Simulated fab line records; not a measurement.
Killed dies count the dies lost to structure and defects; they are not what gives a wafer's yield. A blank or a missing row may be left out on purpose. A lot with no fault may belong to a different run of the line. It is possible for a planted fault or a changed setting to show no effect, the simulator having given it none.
The same fault as seen by 2 desks    flow sky130    numbers are kept per desk, each desk with only its own; the story behind them comes last

## DESK OF THE TOOL OWNER: implanter-01
For each lot that ran on this tool, the mean over its sampled wafers that have a number, from the tool's own readings at SKY_LDD_N_IMPLANT_08. Marked OUT: a lot whose mean sits more than 4 standard deviations from the usual mean, which makes it out of limits; the brackets give that distance.
Columns: A = rotation-deg at SKY_LDD_N_IMPLANT_08, usual 22.993 degrees
lot   first seen here  A
L774  day 20 15:56     229.743 (+99 or more) OUT
L776  day 21 17:09     229.753 (+99 or more) OUT
L782  day 23 19:12     23.003
L784  day 24 09:08     22.976
Finding of this desk: L774, L776 out of limits; the first was L774 at day 20 15:56, on rotation-deg at SKY_LDD_N_IMPLANT_08. L782, L784: within limits.

## FROM THE METROLOGY DESK
What the gauges read for every lot (on any tool): the sampled wafers with a number, averaged. Marked OUT: a lot whose mean sits more than 4 standard deviations from the usual mean, which makes it out of limits; the brackets give that distance.
Columns: A = POLY_GATE_OXIDATION_THK at SKY_POLY_GATE_THK_MEAS_21, usual 4.01 nm; B = cd-nm at SKY_POLY_GATE_CD_MEAS_22, usual 151.0 nm; C = LDD_N_OVL at SKY_LDD_N_OVL_MEAS_07, usual -0.1 nm
lot   first seen here  A     B      C
L767  day 16 16:50     3.96  151.4  -1.2
L774  day 19 08:56     4.08  151.4  0.6
L776  day 20 10:05     3.98  150.5  -0.9
L782  day 22 12:43     3.89  152.2  0.5
L784  day 23 02:50     4.02  153.5  -0.4
L789  day 24 17:36     3.97  151.0  1.0
Finding of this desk: none of the 6 lots has anything out of limits.

## ALL TOGETHER
The tool owner's desk had the chance to raise an alarm at day 20 15:56 on L774, L776.
Metrology desk: nothing out of limits seen.
The metrology desk holds a record of L774, L776, inside its limits.
Of the lots named, all ran SKY_LDD_N_IMPLANT_08 on implanter-01.

## WHAT THE SIMULATOR HAD INSERTED
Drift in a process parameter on implanter-01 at SKY_LDD_N_IMPLANT_08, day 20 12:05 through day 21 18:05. From 23, the setting rotation-deg moved by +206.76. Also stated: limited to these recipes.
Lots struck among those shown: L774, L776.
How many hours passed from the start of the fault until each desk's first out-of-limits reading: the tool owner's desk, 4.
